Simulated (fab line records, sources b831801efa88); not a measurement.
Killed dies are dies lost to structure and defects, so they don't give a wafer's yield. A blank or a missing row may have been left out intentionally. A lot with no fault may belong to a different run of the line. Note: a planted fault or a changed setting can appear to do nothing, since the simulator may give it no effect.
Chamber matching    flow gf180mcu    4 sister chambers for GF_V3_CMP_26 on cmp-01
The step polishes, stops on SiO2, t overpolish 15 s, target thk 0 nm. 14 wafers are shown with their chamber, then 7 later ones without.

EACH WAFER AND ITS CHAMBER
wafer   chamber  motor current A (A)  time to endpoint s (s)  retaining ring pressure frac
L361.1  0        10.5                 75                      1.004
L361.5  3        10.3                 79                      1.003
L361.6  0        10.9                 80                      1.005
L363.4  2        12.3                 87                      0.999
L363.5  2        12.4                 88                      0.998
L363.6  3        10.4                 77                      1.000
L365.3  1        10.8                 77                      1.001
L365.5  1        10.3                 84                      0.998
L365.6  2        12.6                 90                      1.004
L366.1  2        12.3                 92                      0.999
L366.3  3        10.4                 83                      0.989
L366.4  0        10.6                 81                      1.006
L367.1  3        10.6                 79                      0.995
L367.3  0        10.5                 77                      1.003

SIGNATURES, as means of the wafers listed above
reading                       chamber 0  chamber 1  chamber 2  chamber 3  scatter within a chamber
motor current A               10.625     10.550     12.400     10.425     0.184
time to endpoint s            78.25      80.50      89.25      79.50      2.85
retaining ring pressure frac  1.00450    0.99950    1.00000    0.99675    0.0038
Rule: distance of a wafer from a chamber = root of the sum over the readings of ((wafer's reading minus chamber's mean) / reading's scatter) squared. The wafer belongs to the nearest chamber; if the next one is less than 2 further off, it can't be placed. The scatter is the square root of a quotient: the sum, over the shown wafers, of each reading's squared deviation from its chamber's mean, divided by wafers minus chambers.

WAFERS WHOSE CHAMBER IS MISSING
wafer   motor current A (A)  time to endpoint s (s)  retaining ring pressure frac
L367.4  12.0                 87                      0.993
L368.1  10.9                 80                      1.005
L368.3  10.3                 79                      0.999
L368.6  10.7                 80                      1.004
L383.1  10.3                 82                      0.994
L383.2  10.7                 86                      0.999
L383.3  10.0                 84                      0.993

WHICH CHAMBER EACH WENT THROUGH
wafer   from the rows above           in truth
L367.4  2                             2
L368.1  can't be placed: 0 or 1 or 3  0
L368.3  can't be placed: 3 or 1 or 0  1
L368.6  can't be placed: 0 or 1 or 3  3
L383.1  can't be placed: 3 or 1       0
L383.2  can't be placed: 1 or 3 or 0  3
L383.3  can't be placed: 3 or 1       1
Placed correctly: 1 of 7. Unplaceable from these rows: 6, with the true chamber sitting among the candidates in 5. Number placed wrongly: 0.
